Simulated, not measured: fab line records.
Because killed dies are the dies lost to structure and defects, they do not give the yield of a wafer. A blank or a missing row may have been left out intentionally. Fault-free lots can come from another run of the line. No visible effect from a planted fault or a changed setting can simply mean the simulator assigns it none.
2 desks looking at one fault + flow sky130 + numbers are kept per desk, each desk with only its own; the story behind them comes last

AT THE TOOL OWNER'S DESK: implanter-02
The tool's own readings at SKY_RES_XHIGH_IMPLANT_07, given as means over the sampled wafers that have a number, one for each lot that went through this tool. The brackets show how far a lot's mean lies from the usual mean; more than 4 standard deviations puts the lot out of limits, marked OUT.
Columns: A = beamOnS at SKY_RES_XHIGH_IMPLANT_07, usual 41.5 s; B = doseIonsCm2 at SKY_RES_XHIGH_IMPLANT_07, usual 3.601e+14
| lot  | first seen here | A               | B                           |
|------|-----------------|-----------------|-----------------------------|
| L548 | day 29 06:00    | 38.0            | 3.602e+14                   |
| L549 | day 29 21:37    | 39.0            | 3.600e+14                   |
| L551 | day 30 03:45    | 38.7            | 3.603e+14                   |
| L557 | day 31 20:33    | 57.8 (+7.1) OUT | 5.356e+14 (+99 or more) OUT |
| L559 | day 31 21:52    | 57.0 (+6.8) OUT | 5.356e+14 (+99 or more) OUT |
This desk's verdict: out of limits on L557, L559, starting with L557 at day 31 20:33 (beamOnS at SKY_RES_XHIGH_IMPLANT_07). L548, L549, L551 stayed within limits.

METROLOGY DESK
Lot by lot, what the gauges showed, no matter which tool ran the lot: averages of those sampled wafers that carry a number. The brackets show how far a lot's mean lies from the usual mean; more than 4 standard deviations puts the lot out of limits, marked OUT.
Columns: A = RES_XHIGH_TW at SKY_RES_XHIGH_TW_MEAS_09, usual 1636; B = RES_XHIGH_RS at SKY_SD_N_RS_MEAS_18, usual 333.1 ohm/sq
| lot  | first seen here | A              | B               |
|------|-----------------|----------------|-----------------|
| L543 | day 26 22:22    | 1643           | 332.1           |
| L544 | day 27 01:28    | 1638           | 335.0           |
| L546 | day 27 16:03    | 1639           | 333.7           |
| L547 | day 28 21:26    | 1606           | 332.6           |
| L548 | day 29 06:13    | 1622           | 332.3           |
| L549 | day 29 21:52    | 1643           | 332.8           |
| L551 | day 30 04:00    | 1646           | 332.8           |
| L552 | day 31 00:19    | 1618           | 332.9           |
| L557 | day 31 20:48    | 1862 (+15) OUT | 242.3 (-83) OUT |
| L559 | day 31 22:07    | 1861 (+15) OUT | 242.2 (-83) OUT |
| L565 | day 34 00:26    | 1662           | 332.0           |
| L564 | day 34 02:43    | 1625           | 332.3           |
| L566 | day 34 10:24    | 1627           | 333.8           |
Finding of this desk: L557, L559 out of limits, first seen on L557 at day 31 20:48 (RES_XHIGH_TW at SKY_RES_XHIGH_TW_MEAS_09). L543, L544, L546, L547, L548, L549, L551, L552, L565, L564, L566 stayed within limits.

PUT TOGETHER
An alarm could have come from the tool owner's desk at day 31 20:33, on L557, L559.
An alarm was possible from the metrology desk at day 31 20:48, on L557, L559.
On implanter-02, each named lot ran SKY_RES_XHIGH_IMPLANT_07.

WHAT THE SIMULATOR HAD PUT IN
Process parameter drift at SKY_RES_XHIGH_IMPLANT_07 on implanter-02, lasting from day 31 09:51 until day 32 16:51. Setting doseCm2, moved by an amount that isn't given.
Shown lots that were struck: L557, L559.
Counting hours from when the fault started, the first reading out of limits came at 11 for the tool owner's desk and at 11 for the metrology desk.
